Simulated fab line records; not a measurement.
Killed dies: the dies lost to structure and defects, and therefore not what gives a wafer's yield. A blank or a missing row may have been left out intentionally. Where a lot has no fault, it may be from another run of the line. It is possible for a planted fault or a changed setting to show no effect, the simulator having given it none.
The tool behind it: which one? | flow gf180mcu | 42 wafers from 14 lots sampled at 4 of the route's 602 steps

WHAT THE GAUGES SHOWED, per wafer
The record holds no reading of a measuring or inspecting step that can be judged against a usual standard deviation.

TOOL THAT RAN EACH LOT (tool first, then ch and the chambers of the sampled wafers, then the start)
lot  | GF_V2_SPUTTER_21             | GF_V2_SPUTTER_22             | GF_M3_SPUTTER_02             | GF_M3_SPUTTER_03
L117 | pvd-sputter-03, day 21 09:49 | pvd-sputter-03, day 21 09:53 | pvd-sputter-04, day 21 10:39 | pvd-sputter-04, day 21 10:41
L118 | pvd-sputter-04, day 21 18:56 | pvd-sputter-04, day 21 19:00 | pvd-sputter-01, day 21 19:47 | pvd-sputter-01, day 21 21:56
L119 | pvd-sputter-02, day 21 23:23 | pvd-sputter-02, day 21 23:27 | pvd-sputter-01, day 22 00:13 | pvd-sputter-01, day 22 00:14
L120 | pvd-sputter-03, day 22 14:26 | pvd-sputter-03, day 22 14:29 | pvd-sputter-01, day 22 15:16 | pvd-sputter-01, day 22 15:17
L122 | pvd-sputter-03, day 23 08:49 | pvd-sputter-03, day 23 08:53 | pvd-sputter-03, day 23 09:39 | pvd-sputter-03, day 23 09:41
L123 | pvd-sputter-03, day 23 10:02 | pvd-sputter-03, day 23 10:06 | pvd-sputter-03, day 23 10:52 | pvd-sputter-03, day 23 10:53
L125 | pvd-sputter-02, day 24 02:11 | pvd-sputter-02, day 24 02:14 | pvd-sputter-03, day 24 03:02 | pvd-sputter-03, day 24 03:04
L132 | pvd-sputter-02, day 26 06:39 | pvd-sputter-02, day 26 06:43 | -                            | -
L133 | pvd-sputter-03, day 26 12:32 | pvd-sputter-03, day 26 12:35 | -                            | -
L134 | pvd-sputter-03, day 26 20:59 | pvd-sputter-03, day 26 21:02 | pvd-sputter-03, day 26 21:48 | pvd-sputter-03, day 26 21:50
L135 | pvd-sputter-03, day 27 01:38 | pvd-sputter-03, day 27 01:42 | pvd-sputter-03, day 27 02:30 | pvd-sputter-03, day 27 02:32
L137 | pvd-sputter-02, day 27 14:04 | pvd-sputter-02, day 27 14:08 | pvd-sputter-01, day 27 14:53 | pvd-sputter-01, day 27 14:55
L139 | pvd-sputter-03, day 28 03:31 | pvd-sputter-03, day 28 03:35 | pvd-sputter-04, day 28 04:20 | pvd-sputter-04, day 28 04:22
L140 | pvd-sputter-04, day 28 13:46 | pvd-sputter-04, day 28 13:50 | pvd-sputter-03, day 28 14:36 | pvd-sputter-03, day 28 14:38
- GF_V2_SPUTTER_21: material Ti, target thk 15 nm, time 80.02 s.
- GF_V2_SPUTTER_22: material TiN, target thk 10 nm, time 40 s.
- GF_M3_SPUTTER_02: material AlCu, target thk 450 nm, time 23.9 s.
- GF_M3_SPUTTER_03: material Ti, target thk 10 nm, time 6.7 s.

AS READ BY THE TOOLS THEMSELVES (means over the sampled wafers that have a number; for cases with no such wafer, the mark the record gives instead)
GF_V2_SPUTTER_21.
lot  | tool           | cathode-dc-power-W (W) | chamber-pressure-pa (Pa) | throttle-valve-pct (%)
L117 | pvd-sputter-03 | 2499.6                 | 5.003                    | 29.3
L118 | pvd-sputter-04 | 2499.9                 | 5.001                    | 29.3
L119 | pvd-sputter-02 | 2499.7                 | 4.998                    | 29.8
L120 | pvd-sputter-03 | 2500.0                 | 5.006                    | 29.3
L122 | pvd-sputter-03 | 2499.7                 | 5.016                    | 28.8
L123 | pvd-sputter-03 | 2499.8                 | 4.989                    | 28.4
L125 | pvd-sputter-02 | 2500.2                 | 4.994                    | 30.3
L132 | pvd-sputter-02 | -                      | -                        | -
L133 | pvd-sputter-03 | -                      | -                        | -
L134 | pvd-sputter-03 | 2500.1                 | 5.001                    | 28.6
L135 | pvd-sputter-03 | 2499.8                 | 4.992                    | 28.8
L137 | pvd-sputter-02 | 2499.8                 | 4.995                    | 29.8
L139 | pvd-sputter-03 | 2500.0                 | 5.001                    | 30.0
L140 | pvd-sputter-04 | 2499.4                 | 4.998                    | 29.9

GF_V2_SPUTTER_22.
lot  | tool           | cathode-dc-power-W (W) | chamber-pressure-pa (Pa) | throttle-valve-pct (%)
L117 | pvd-sputter-03 | 4000.2                 | 5.001                    | 29.3
L118 | pvd-sputter-04 | 3999.4                 | 4.990                    | 29.2
L119 | pvd-sputter-02 | 3999.5                 | 5.001                    | 30.1
L120 | pvd-sputter-03 | 3999.5                 | 5.009                    | 29.4
L122 | pvd-sputter-03 | 4000.5                 | 5.005                    | 28.9
L123 | pvd-sputter-03 | 4000.7                 | 4.999                    | 28.5
L125 | pvd-sputter-02 | 3999.9                 | 5.003                    | 30.1
L132 | pvd-sputter-02 | 4000.0                 | 4.999                    | 29.9
L133 | pvd-sputter-03 | 4000.2                 | 5.004                    | 30.0
L134 | pvd-sputter-03 | 4000.4                 | 4.999                    | 28.7
L135 | pvd-sputter-03 | 4000.3                 | 5.004                    | 28.7
L137 | pvd-sputter-02 | 4000.1                 | 4.996                    | 29.7
L139 | pvd-sputter-03 | 3999.5                 | 4.997                    | 30.1
L140 | pvd-sputter-04 | 4000.4                 | 4.993                    | 29.8

GF_M3_SPUTTER_02.
lot  | tool           | cathode-dc-power-W (W) | chamber-pressure-pa (Pa) | throttle-valve-pct (%)
L117 | pvd-sputter-04 | 10600                  | 0.4005                   | 29.3
L118 | pvd-sputter-01 | 10600                  | 0.3998                   | 30.0
L119 | pvd-sputter-01 | 10599                  | 0.4000                   | 30.5
L120 | pvd-sputter-01 | 10599                  | 0.3997                   | 29.9
L122 | pvd-sputter-03 | 10599                  | 0.3995                   | 28.6
L123 | pvd-sputter-03 | 10601                  | 0.3997                   | 28.8
L125 | pvd-sputter-03 | 10599                  | 0.3994                   | 28.5
L134 | pvd-sputter-03 | 10598                  | 0.3998                   | 29.2
L135 | pvd-sputter-03 | 10600                  | 0.3987                   | 30.2
L137 | pvd-sputter-01 | 10599                  | 0.4003                   | 30.1
L139 | pvd-sputter-04 | 10600                  | 0.4006                   | 29.3
L140 | pvd-sputter-03 | 10600                  | 0.3995                   | 28.3

GF_M3_SPUTTER_03.
lot  | tool           | cathode-dc-power-W (W) | chamber-pressure-pa (Pa) | throttle-valve-pct (%)
L117 | pvd-sputter-04 | 3000.5                 | 0.3009                   | 29.4
L118 | pvd-sputter-01 | 3000.3                 | 0.2998                   | 29.8
L119 | pvd-sputter-01 | 3000.2                 | 0.3004                   | 30.6
L120 | pvd-sputter-01 | 3000.1                 | 0.2999                   | 30.0
L122 | pvd-sputter-03 | 3000.4                 | 0.2998                   | 28.5
L123 | pvd-sputter-03 | 3000.0                 | 0.3000                   | 28.9
L125 | pvd-sputter-03 | 2999.9                 | 0.2996                   | 28.7
L134 | pvd-sputter-03 | 3000.4                 | 0.3003                   | 29.4
L135 | pvd-sputter-03 | 3000.1                 | 0.2997                   | 30.0
L137 | pvd-sputter-01 | 3000.2                 | 0.3002                   | 30.1
L139 | pvd-sputter-04 | 2999.7                 | 0.2994                   | 29.1
L140 | pvd-sputter-03 | 3000.3                 | 0.3004                   | 28.5

THE ANSWER, worked out from the rows above alone
Rule: the usual values come from the lots themselves. The widest of any qualifying gaps counts: lots, ordered by their means at a reading, are off when they make up no more than a third of the lots, leave a main group of 4 or more, and stand apart from it by 3 or more times the standard deviation of that group's means. A main group whose means are all the same, to the digits that the tables above print for the reading, isn't used. A lot without any number at a reading at which 4 lots or more have one is off too. Any other lot the step has rows for is counted as sound. After the gauges, taken in route order, come the tools' own readings; for these a lot's mean is taken, as printed above. The first step at which some lot is off is used, and at that step the reading that is off furthest; a lot without a number counts as furthest.
Off: L132, L133, at GF_V2_SPUTTER_21 (cathode-dc-power-W). Without a number there: L132, L133. For the main group the mean is 2499.8 W and the standard deviation 0.21.
A tool fits if, at that step or a process step before it, it ran every lot that is off, and no sound lot after the first of them. None of those tried fits.

WHAT HAD BEEN PUT IN BY THE SIMULATOR
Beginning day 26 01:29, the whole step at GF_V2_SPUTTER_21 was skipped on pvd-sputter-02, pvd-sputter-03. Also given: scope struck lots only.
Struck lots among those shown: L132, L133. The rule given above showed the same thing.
